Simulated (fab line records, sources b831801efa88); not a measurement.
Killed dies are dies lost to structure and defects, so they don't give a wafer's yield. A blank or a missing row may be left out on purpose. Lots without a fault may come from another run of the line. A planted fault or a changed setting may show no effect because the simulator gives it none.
fab line records | flow sky130
record lots=5 wafers=23
route steps=708 shown FIELD_ISO@13 NWELL@64 VT_ADJUST_HVTP@87 VT_ADJUST_LVTN@116 VT_ADJUST_HVTR@133
start_h: hours from the record's first day to the start of the lot's first wafer shown | wait_h: hours since the lot's step before | " the same as in the row above | L1.1+2: a row that stands for several wafers | - no value, or no start given | * or withheld: withheld | < > ~ a bound
route shown NAME@n: a module of which the file shows steps, and the number in the route of the first | usual: mean/standard deviation of fault-free wafers | same: alike in all rows | chamber/n: place in a boat | sites: the reading at each site | _std_site: their standard deviation | _edge_site: outer sites' mean less inner sites' | radius_mm: how far each site lies from the wafer's centre | mask NAME#n: copy n | behind: the tool/chamber that last shaped the wafer | hold: why the lot was held/for how many hours/how that ended | device: the transistor (n, p or np) that didn't switch | end of line: the same wafers' tests at the end of the route | a step without rows: its recipe alone | killed: dies lost to structure and defects at the first sort, not the wafer's yield | map: a wafer's dies, x killed, . not, _ none there
set.NAME: the setting as run; set.NAME@STEP: as run at that earlier step | model.NAME: the simulator's own value behind a step, which no gauge read
lots whose settings were changed on purpose; a table a step, a row a wafer
## steps
# step SKY_FIELD_ISO_DEVELOP_12
# recipe develop_time_s=60 resist=KrF-thick dev_temp_c=21
# columns lot.wafer tool chamber start_h wait_h set.dev_temp_c
L074.1+5 litho_track-01 0 - - 21
L074.3+4+6 " 0 " " 22.26
L080.1+2+3+4+5 litho_track-02 0 - - 21
L081.1+3+6 litho_track-03 0 - - 21
L083.1+2+3+4+6 litho_track-02 0 - - 21
L085.1+2+4 litho_track-02 0 - - 17.51
L085.3+5 " 0 " " 21
# step SKY_FIELD_ISO_CD_MEAS_13
# recipe target_cd_nm=150
# usual cd_nm=150.3/1
# columns lot.wafer tool chamber start_h wait_h set.dev_temp_c@FIELD_ISO_DEVELOP_12 cd_nm
L074.1 cd_sem-02 - 27.87 - 21 151.3
L074.3 " - " " 22.26 147.8
L074.4 " - " " 22.26 147.9
L074.5 " - " " 21 150.4
L074.6 " - " " 22.26 150.1
L080.1 cd_sem-01 - 59.52 - 21 150.6
L080.2 " - " " 21 150.9
L080.3 " - " " 21 149.7
L080.4 " - " " 21 149.8
L080.5 " - " " 21 149.4
L081.1 cd_sem-02 - 65.95 - 21 151.9
L081.3 " - " " 21 152.9
L081.6 " - " " 21 152.1
L083.1 cd_sem-02 - 80.72 - 21 150.6
L083.2 " - " " 21 151.0
L083.3 " - " " 21 151.6
L083.4 " - " " 21 150.9
L083.6 " - " " 21 150.7
L085.1 cd_sem-02 - 87.62 - 17.51 152.6
L085.2 " - " " 17.51 152.5
L085.3 " - " " 21 148.4
L085.4 " - " " 17.51 151.7
L085.5 " - " " 21 148.5
# step SKY_FIELD_ISO_OXIDATION_22
# recipe temp_c=950 ambient=O2 stabilise_s=600 purge_s=300 target_thk_a=100 ox_time_s=623
# columns lot.wafer tool chamber start_h wait_h set.temp_c model.SiO2_of_FIELD_ISO_OXIDATION_22.thk_nm
L074.1 - - - 0.8 950 9.968
L074.3 " - " " 950 9.906
L074.4 " - " " 950 9.781
L074.5 " - " " 950 9.784
L074.6 " - " " 950 9.84
L080.1 - - - 0.0 978 13.76
L080.2 " - " " 978 13.74
L080.3+4 " - " " 978 13.81
L080.5 " - " " 978 13.84
L081.1 furnace-02 0 67.27 0.7 950 10.25
L081.3 " 0 " " 950 9.994
L081.6 " 0 " " 950 10.15
L083.1+2 - - - 0.3 959 11.32
L083.3 " - " " 959 11.3
L083.4 " - " " 959 11.24
L083.6 " - " " 959 11.11
L085.1 - - - 0.8 950 9.729
L085.2 " - " " 950 9.974
L085.3 " - " " 950 9.896
L085.4 " - " " 950 9.825
L085.5 " - " " 950 9.941
# step SKY_FIELD_ISO_THK_MEAS_23
# recipe reads=SiO2_of_FIELD_ISO_OXIDATION_22
# usual FIELD_ISO_OXIDATION_01_THK=10.06/0.17
# columns lot.wafer tool chamber start_h wait_h set.temp_c@FIELD_ISO_OXIDATION_22 FIELD_ISO_OXIDATION_01_THK[nm]
L074.1 film_metro-02 - - - 950 9.93
L074.3 " - " " 950 9.92
L074.4 " - " " 950 9.82
L074.5 " - " " 950 9.81
L074.6 " - " " 950 9.83
L080.1 film_metro-03 - - - 978 13.77
L080.2 " - " " 978 13.76
L080.3 " - " " 978 13.76
L080.4 " - " " 978 13.83
L080.5 " - " " 978 13.85
L081.1 film_metro-02 - 68.44 0.0 950 10.25
L081.3 " - " " 950 9.98
L081.6 " - " " 950 10.16
L083.1 film_metro-03 - - - 959 11.33
L083.2 " - " " 959 11.32
L083.3 " - " " 959 11.35
L083.4 " - " " 959 11.22
L083.6 " - " " 959 11.13
L085.1 film_metro-03 - - - 950 9.76
L085.2 " - " " 950 9.94
L085.3 " - " " 950 9.88
L085.4 " - " " 950 9.83
L085.5 " - " " 950 9.96
# step SKY_FIELD_ISO_WET_ETCH_28
# recipe chemistry=dHF target_depth_nm=23.7 target=SiO2 dilution=10:1 temp_c=25 time_s=47
# columns lot.wafer tool chamber start_h wait_h set.time_s model.SiO2_of_FIELD_ISO_CVD_24.thk_nm
L074.1 - - - 0.1 53.93 431.7
L074.3 " - " " 53.93 431.1
L074.4 " - " " 53.93 430.1
L074.5 " - " " 53.93 430.9
L074.6 " - " " 53.93 430.6
L080.1 - - - 0.2 40.25 437.2
L080.2 " - " " 40.25 438.1
L080.3 " - " " 40.25 436.2
L080.4 " - " " 40.25 437.6
L080.5 " - " " 40.25 437.9
L081.1 wet_bench-02 3 71.64 0.2 47 434.4
L081.3 " 3 " " 47 433.6
L081.6 " 3 " " 47 434.7
L083.1 - - - 0.1 43.32 437
L083.2 " - " " 43.32 435
L083.3 " - " " 43.32 434.9
L083.4 " - " " 43.32 436.5
L083.6 " - " " 43.32 434.8
L085.1 - - - 0.1 51.32 433.3
L085.2 " - " " 51.32 430.4
L085.3 " - " " 51.32 431.8
L085.4 " - " " 51.32 432.1
L085.5 " - " " 51.32 432.5
# step SKY_NWELL_IMPLANT_11
# recipe species=P energy_kev=400 dose_cm2=1.9e+13 tilt_deg=withheld
# columns lot.wafer tool chamber start_h wait_h set.energy_kev model.implant.rp_nm model.implant.drp_nm
L074.1+3+4 implanter-04 0 83.22 0.0 400 497.2 116.9
L074.5+6 " 0 " " 421.3 521.1 120
L080.1+3+4 implanter-04 0 121.45 0.0 421.6 530.8 120.1
L080.2+5 " 0 " " 400 506.2 116.9
L081.1+3+6 implanter-02 0 127.03 0.0 400 485.5 116.9
L083.1+2+3 implanter-04 0 139.00 0.0 385.7 469.6 114.7
L083.4+6 " 0 " " 400 485.2 116.9
L085.1+2+3+4+5 implanter-04 0 145.98 0.0 400 494.8 116.9
# step SKY_NWELL_COAT_18
# recipe spin_rpm=2000 resist_thk_nm=3000
# columns lot.wafer tool chamber start_h wait_h set.resist_thk_nm model.coat_of_NWELL_COAT_18.thk_nm
L074.1 litho_track-04 0 91.69 0.1 3000 3001
L074.3 " 0 " " 3000 2992
L074.4 " 0 " " 3000 2995
L074.5 " 0 " " 3000 2991
L074.6 " 0 " " 3000 3005
L080.1 litho_track-02 0 129.22 0.1 3000 3008
L080.2 " 0 " " 2893 2892
L080.3 " 0 " " 3000 3005
L080.4 " 0 " " 2893 2884
L080.5 " 0 " " 2893 2893
L081.1 litho_track-04 0 135.13 0.1 3000 2991
L081.3 " 0 " " 3000 2990
L081.6 " 0 " " 3000 2985
L083.1 litho_track-04 0 148.48 0.1 2941 2928
L083.2 " 0 " " 2941 2944
L083.3 " 0 " " 3000 2982
L083.4 " 0 " " 3000 2994
L083.6 " 0 " " 2941 2931
L085.1 litho_track-02 0 157.42 0.1 3137 3134
L085.2 " 0 " " 3000 2998
L085.3 " 0 " " 3137 3138
L085.4 " 0 " " 3000 2996
L085.5 " 0 " " 3137 3137
# step SKY_NWELL_IMPLANT_24
# recipe species=B energy_kev=140 dose_cm2=9.2e+12 tilt_deg=withheld
# columns lot.wafer tool chamber start_h wait_h set.energy_kev model.implant.drp_nm
L074.1+4 implanter-03 0 100.95 0.0 135.1 94.16
L074.3+5+6 " 0 " " 140 95.47
L080.1+2+3 implanter-04 0 137.72 0.0 146.4 97.07
L080.4+5 " 0 " " 140 95.47
L081.1+3+6 implanter-03 0 142.85 0.0 140 95.47
L083.1+4 implanter-02 0 159.37 0.0 145.7 96.89
L083.2+3+6 " 0 " " 140 95.47
L085.1+2+3+4+5 implanter-04 0 166.68 0.0 140 95.47
# step SKY_NWELL_STRIP_25
# recipe chemistry=O2/N2 power_w=1400 pressure_mtorr=1500 platen_temp_c=withheld o2_flow_sccm=3000 n2_flow_sccm=300 overash_fraction=0.5
# usual strip_time_to_endpoint_s=36.85/0.11
# columns lot.wafer tool chamber start_h wait_h set.resist_thk_nm@NWELL_COAT_18 strip_time_to_endpoint_s
L074.1 plasma_asher-03 1 101.10 0.1 3000 36.88
L074.3 " 0 " " 3000 36.79
L074.4 " 1 " " 3000 36.81
L074.5 " 0 " " 3000 36.75
L074.6 " 1 " " 3000 36.93
L080.1 plasma_asher-03 0 137.87 0.1 3000 36.93
L080.2 " 1 " " 2893 35.61
L080.3 " 0 " " 3000 36.93
L080.4 " 1 " " 2893 35.53
L080.5 " 1 " " 2893 35.64
L081.1 plasma_asher-02 0 143.00 0.1 3000 36.75
L081.3 " 1 " " 3000 36.75
L081.6 " 1 " " 3000 36.67
L083.1 plasma_asher-04 1 159.52 0.1 2941 36.06
L083.2 " 0 " " 2941 36.23
L083.3 " 0 " " 3000 36.65
L083.4 " 1 " " 3000 36.79
L083.6 " 0 " " 2941 36.09
L085.1 plasma_asher-04 1 166.83 0.1 3137 38.41
L085.2 " 0 " " 3000 36.83
L085.3 " 0 " " 3137 38.45
L085.4 " 1 " " 3000 36.83
L085.5 " 1 " " 3137 38.43
# step SKY_NWELL_CLEAN_27
# recipe chemistry=SC1/SC2 mix=1:4:20 temp_c=70 time_s=150 dry=n2_spin
# step SKY_NWELL_RTA_28
# recipe temp_c=1050 time_s=30 idle_temp_c=650 ramp_up_c_per_s=150 ramp_down_c_per_s=90 ambient=N2
# step SKY_NWELL_RS_MEAS_29
# recipe thk_meas_gauge=four-point-probe
# usual NWELL_RS=624.4/1.3
# columns lot.wafer tool chamber start_h wait_h set.energy_kev@NWELL_IMPLANT_11 NWELL_RS[ohm/sq]
L074.1 film_metro-02 - 101.41 0.1 400 624.4
L074.3 " - " " 400 623.6
L074.4 " - " " 400 622.8
L074.5 " - " " 421.3 617.2
L074.6 " - " " 421.3 615.5
L080.1 film_metro-01 - 138.18 0.1 421.6 616.7
L080.2 " - " " 400 622.0
L080.3 " - " " 421.6 615.3
L080.4 " - " " 421.6 615.4
L080.5 " - " " 400 623.7
L081.1 film_metro-04 - 143.31 0.1 400 624.7
L081.3 " - " " 400 623.8
L081.6 " - " " 400 623.7
L083.1 film_metro-01 - 159.83 0.1 385.7 632.5
L083.2 " - " " 385.7 630.5
L083.3 " - " " 385.7 631.0
L083.4 " - " " 400 625.5
L083.6 " - " " 400 623.1
L085.1 film_metro-04 - 167.14 0.1 400 626.5
L085.2 " - " " 400 625.1
L085.3 " - " " 400 626.4
L085.4 " - " " 400 626.8
L085.5 " - " " 400 624.4
# step SKY_VT_ADJUST_HVTP_COAT_02
# recipe resist=NOVOLAK spin_rpm=3000 resist_thk_nm=1140
# columns lot.wafer tool chamber start_h wait_h set.resist_thk_nm model.NOVOLAK_of_VT_ADJUST_HVTP_COAT_02.thk_nm
L074.1 litho_track-01 0 109.52 0.1 1119 1117
L074.3+5 " 0 " " 1140 1141
L074.4 " 0 " " 1140 1144
L074.6 " 0 " " 1119 1122
L080.1+2 litho_track-03 0 146.25 0.1 1175 1177
L080.3 " 0 " " 1140 1140
L080.4 " 0 " " 1140 1142
L080.5 " 0 " " 1140 1141
L081.1 litho_track-01 0 154.02 0.1 1140 1141
L081.3 " 0 " " 1140 1144
L081.6 " 0 " " 1140 1140
L083.1 litho_track-03 0 168.85 0.1 1140 1143
L083.2+3 " 0 " " 1140 1140
L083.4 " 0 " " 1140 1139
L083.6 " 0 " " 1140 1142
L085.1 litho_track-03 0 177.80 0.1 1140 1139
L085.2 " 0 " " 1192 1191
L085.3 " 0 " " 1192 1192
L085.4 " 0 " " 1140 1141
L085.5 " 0 " " 1140 1140
# step SKY_VT_ADJUST_HVTP_STRIP_10
# recipe chemistry=O2/N2 power_w=1400 pressure_mtorr=1500 platen_temp_c=withheld o2_flow_sccm=3000 n2_flow_sccm=300 overash_fraction=0.5
# usual oes_product_au=0.716/0.0042 strip_time_to_endpoint_s=14.19/0.045
# columns lot.wafer tool chamber start_h wait_h set.pressure_mtorr set.resist_thk_nm@VT_ADJUST_HVTP_COAT_02 oes_product_au strip_time_to_endpoint_s
L074.1 plasma_asher-01 1 119.22 0.1 1399 1119 0.715 14.22
L074.3 " 1 " " 1399 1140 0.702 14.49
L074.4 " 0 " " 1399 1140 0.702 14.54
L074.5 " 0 " " 1399 1140 0.708 14.48
L074.6 " 1 " " 1399 1119 0.708 14.28
L080.1 plasma_asher-04 0 157.75 0.1 1500 1175 0.715 14.58
L080.2 " 1 " " 1500 1175 0.715 14.58
L080.3 " 1 " " 1500 1140 0.719 14.16
L080.4 " 0 " " 1500 1140 0.717 14.21
L080.5 " 0 " " 1500 1140 0.709 14.19
L081.1 plasma_asher-01 0 164.52 0.1 1500 1140 0.708 14.21
L081.3 " 0 " " 1500 1140 0.715 14.22
L081.6 " 0 " " 1500 1140 0.722 14.16
L083.1 plasma_asher-04 0 180.05 0.1 1294 1140 0.692 14.92
L083.2 " 1 " " 1294 1140 0.698 14.89
L083.3 " 0 " " 1294 1140 0.681 14.89
L083.4 " 1 " " 1294 1140 0.694 14.87
L083.6 " 1 " " 1294 1140 0.693 14.93
L085.1 plasma_asher-04 0 187.50 0.1 1332 1140 0.703 14.73
L085.2 " 1 " " 1332 1192 0.699 15.33
L085.3 " 1 " " 1332 1192 0.694 15.33
L085.4 " 0 " " 1332 1140 0.707 14.76
L085.5 " 1 " " 1332 1140 0.702 14.73
# step SKY_VT_ADJUST_LVTN_IMPLANT_19
# recipe species=B energy_kev=30 dose_cm2=6.5e+11 tilt_deg=withheld
# columns lot.wafer tool chamber start_h wait_h set.dose_cm2
L074.1+3+5 implanter-03 0 153.72 0.0 6.965e+11
L074.4+6 " 0 " " 6.5e+11
L080.1+4+5 implanter-02 0 197.63 0.0 6.872e+11
L080.2+3 " 0 " " 6.5e+11
L081.1+3+6 implanter-02 0 206.21 0.0 6.5e+11
L083.1+2+3+4+6 implanter-02 0 222.67 0.0 6.5e+11
L085.1+2+3+4+5 implanter-03 0 232.41 0.0 6.5e+11
# step SKY_VT_ADJUST_LVTN_STRIP_20
# recipe chemistry=O2/N2 power_w=1400 pressure_mtorr=1500 platen_temp_c=withheld o2_flow_sccm=3000 n2_flow_sccm=300 overash_fraction=0.5
# step SKY_VT_ADJUST_LVTN_TW_MEAS_21
# usual VT_ADJUST_LVTN_2_TW=189.3/0.95
# columns lot.wafer tool chamber start_h wait_h set.dose_cm2@VT_ADJUST_LVTN_IMPLANT_19 VT_ADJUST_LVTN_2_TW
L074.1 film_metro-02 - 153.97 0.1 6.965e+11 191.7
L074.3 " - " " 6.965e+11 191.3
L074.4 " - " " 6.5e+11 187.4
L074.5 " - " " 6.965e+11 192.0
L074.6 " - " " 6.5e+11 188.6
L080.1 film_metro-03 - 197.88 0.1 6.872e+11 192.0
L080.2 " - " " 6.5e+11 188.3
L080.3 " - " " 6.5e+11 187.7
L080.4 " - " " 6.872e+11 191.5
L080.5 " - " " 6.872e+11 192.2
L081.1 film_metro-03 - 206.46 0.1 6.5e+11 187.7
L081.3 " - " " 6.5e+11 189.4
L081.6 " - " " 6.5e+11 188.9
L083.1 film_metro-02 - 222.92 0.1 6.5e+11 189.1
L083.2 " - " " 6.5e+11 188.6
L083.3 " - " " 6.5e+11 190.2
L083.4 " - " " 6.5e+11 189.1
L083.6 " - " " 6.5e+11 187.8
L085.1 film_metro-03 - 232.66 0.1 6.5e+11 188.2
L085.2 " - " " 6.5e+11 188.4
L085.3 " - " " 6.5e+11 188.2
L085.4 " - " " 6.5e+11 188.8
L085.5 " - " " 6.5e+11 188.6
# step SKY_VT_ADJUST_HVTR_COAT_02
# recipe resist=NOVOLAK spin_rpm=3000 resist_thk_nm=1140
# columns lot.wafer tool chamber start_h wait_h set.spin_rpm model.NOVOLAK_of_VT_ADJUST_HVTR_COAT_02.thk_nm
L074.1+4 litho_track-02 0 183.22 0.1 3000 1140
L074.3 " 0 " " 2850 1172
L074.5 " 0 " " 2850 1168
L074.6 " 0 " " 3000 1138
L080.1+2+3 litho_track-03 0 229.75 0.1 3000 1141
L080.4 " 0 " " 3000 1144
L080.5 " 0 " " 3000 1142
L081.1 litho_track-03 0 239.40 0.1 3000 1135
L081.3 " 0 " " 3000 1133
L081.6 " 0 " " 3000 1139
L083.1 litho_track-02 0 257.32 0.1 3000 1142
L083.2 " 0 " " 3000 1143
L083.3 " 0 " " 3157 1113
L083.4+6 " 0 " " 3157 1112
L085.1 litho_track-04 0 269.73 0.1 3000 1141
L085.2+3+5 " 0 " " 3172 1105
L085.4 " 0 " " 3000 1140
# step SKY_VT_ADJUST_HVTR_DEVELOP_06
# recipe develop_time_s=60 dev_temp_c=23
# columns lot.wafer tool chamber start_h wait_h set.dev_temp_c
L074.1+3+4+5+6 litho_track-02 0 193.67 0.1 23
L080.1+2+4 litho_track-04 0 241.48 0.1 23
L080.3+5 " 0 " " 19.8
L081.1+3+6 litho_track-02 0 251.52 0.1 23
L083.1+2+6 litho_track-03 0 269.95 0.1 20.39
L083.3+4 " 0 " " 23
L085.1+3+5 litho_track-02 0 281.42 0.1 23.97
L085.2+4 " 0 " " 23
# step SKY_VT_ADJUST_HVTR_CD_MEAS_07
# recipe target_cd_nm=380
# usual cd_nm=379.9/2.5
# columns lot.wafer tool chamber start_h wait_h set.dev_temp_c@VT_ADJUST_HVTR_DEVELOP_06 cd_nm
L074.1 cd_sem-02 - 193.82 0.1 23 375.1
L074.3 " - " " 23 375.4
L074.4 " - " " 23 378.7
L074.5 " - " " 23 375.0
L074.6 " - " " 23 380.8
L080.1 cd_sem-02 - 241.63 0.1 23 380.1
L080.2 " - " " 23 380.2
L080.3 " - " " 19.8 390.0
L080.4 " - " " 23 380.5
L080.5 " - " " 19.8 391.8
L081.1 cd_sem-01 - 251.67 0.1 23 384.2
L081.3 " - " " 23 384.7
L081.6 " - " " 23 380.5
L083.1 cd_sem-02 - 270.10 0.1 20.39 391.8
L083.2 " - " " 20.39 390.0
L083.3 " - " " 23 385.1
L083.4 " - " " 23 383.9
L083.6 " - " " 20.39 392.5
L085.1 cd_sem-01 - 281.57 0.1 23.97 374.4
L085.2 " - " " 23 379.9
L085.3 " - " " 23.97 377.3
L085.4 " - " " 23 374.8
L085.5 " - " " 23.97 375.3
# step SKY_VT_ADJUST_HVTR_IMPLANT_09
# recipe species=B energy_kev=10 dose_cm2=2.1e+12 tilt_deg=withheld
# step SKY_VT_ADJUST_HVTR_STRIP_10
# recipe chemistry=O2/N2 power_w=1400 pressure_mtorr=1500 platen_temp_c=withheld o2_flow_sccm=3000 n2_flow_sccm=300 overash_fraction=0.5
# usual strip_time_to_endpoint_s=14.16/0.033
# columns lot.wafer tool chamber start_h wait_h set.spin_rpm@VT_ADJUST_HVTR_COAT_02 strip_time_to_endpoint_s
L074.1 plasma_asher-04 0 194.12 0.1 3000 14.18
L074.3 " 1 " " 2850 14.50
L074.4 " 0 " " 3000 14.16
L074.5 " 0 " " 2850 14.47
L074.6 " 1 " " 3000 14.14
L080.1 plasma_asher-03 0 241.94 0.1 3000 14.21
L080.2 " 1 " " 3000 14.20
L080.3 " 1 " " 3000 14.18
L080.4 " 0 " " 3000 14.24
L080.5 " 0 " " 3000 14.21
L081.1 plasma_asher-02 1 251.97 0.1 3000 14.11
L081.3 " 0 " " 3000 14.10
L081.6 " 0 " " 3000 14.17
L083.1 plasma_asher-02 1 270.40 0.1 3000 14.19
L083.2 " 0 " " 3000 14.21
L083.3 " 0 " " 3157 13.85
L083.4 " 1 " " 3157 13.87
L083.6 " 0 " " 3157 13.84
L085.1 plasma_asher-03 0 281.87 0.1 3000 14.20
L085.2 " 1 " " 3172 13.77
L085.3 " 0 " " 3172 13.77
L085.4 " 1 " " 3000 14.18
L085.5 " 0 " " 3172 13.75
## key
split step=SKY_FIELD_ISO_DEVELOP_12 setting=dev_temp_c stated=21 by=wafer
response step=SKY_FIELD_ISO_CD_MEAS_13 reading=cd_nm change=-0.246 per=1% r=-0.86
split step=SKY_FIELD_ISO_OXIDATION_22 setting=temp_c stated=950 by=lot
response step=SKY_FIELD_ISO_OXIDATION_22 reading=model.SiO2_of_FIELD_ISO_OXIDATION_22.thk_nm change=+1.31 per=1% r=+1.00
response step=SKY_FIELD_ISO_THK_MEAS_23 reading=FIELD_ISO_OXIDATION_01_THK change=+1.31 per=1% r=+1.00
split step=SKY_FIELD_ISO_WET_ETCH_28 setting=time_s stated=47 by=lot
response step=SKY_FIELD_ISO_WET_ETCH_28 reading=model.SiO2_of_FIELD_ISO_CVD_24.thk_nm change=-0.221 per=1% r=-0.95
split step=SKY_NWELL_IMPLANT_11 setting=energy_kev stated=400 by=wafer
response step=SKY_NWELL_IMPLANT_11 reading=model.implant.rp_nm change=+4.49 per=1% r=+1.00
response step=SKY_NWELL_IMPLANT_11 reading=model.implant.drp_nm change=+0.589 per=1% r=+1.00
response step=SKY_NWELL_RS_MEAS_29 reading=NWELL_RS change=-1.45 per=1% r=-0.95
split step=SKY_NWELL_COAT_18 setting=resist_thk_nm stated=3000 by=wafer
response step=SKY_NWELL_COAT_18 reading=model.coat_of_NWELL_COAT_18.thk_nm change=+31 per=1% r=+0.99
response step=SKY_NWELL_STRIP_25 reading=strip_time_to_endpoint_s change=* per=1% r=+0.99
split step=SKY_NWELL_IMPLANT_24 setting=energy_kev stated=140 by=wafer
response step=SKY_NWELL_IMPLANT_24 reading=model.implant.drp_nm change=+0.356 per=1% r=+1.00
split step=SKY_VT_ADJUST_HVTP_COAT_02 setting=resist_thk_nm stated=1140 by=wafer
response step=SKY_VT_ADJUST_HVTP_COAT_02 reading=model.NOVOLAK_of_VT_ADJUST_HVTP_COAT_02.thk_nm change=+11.4 per=1% r=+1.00
response step=SKY_VT_ADJUST_HVTP_STRIP_10 reading=strip_time_to_endpoint_s change=* per=1% r=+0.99
split step=SKY_VT_ADJUST_HVTP_STRIP_10 setting=pressure_mtorr stated=1500 by=lot
response step=SKY_VT_ADJUST_HVTP_STRIP_10 reading=oes_product_au change=+0.00155 per=1% r=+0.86
split step=SKY_VT_ADJUST_LVTN_IMPLANT_19 setting=dose_cm2 stated=6.5e+11 by=wafer
response step=SKY_VT_ADJUST_LVTN_TW_MEAS_21 reading=VT_ADJUST_LVTN_2_TW change=+0.575 per=1% r=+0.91
split step=SKY_VT_ADJUST_HVTR_COAT_02 setting=spin_rpm stated=3000 by=wafer
response step=SKY_VT_ADJUST_HVTR_COAT_02 reading=model.NOVOLAK_of_VT_ADJUST_HVTR_COAT_02.thk_nm change=-6.01 per=1% r=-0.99
response step=SKY_VT_ADJUST_HVTR_STRIP_10 reading=strip_time_to_endpoint_s change=* per=1% r=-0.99
split step=SKY_VT_ADJUST_HVTR_DEVELOP_06 setting=dev_temp_c stated=23 by=wafer
response step=SKY_VT_ADJUST_HVTR_CD_MEAS_07 reading=cd_nm change=-0.687 per=1% r=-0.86
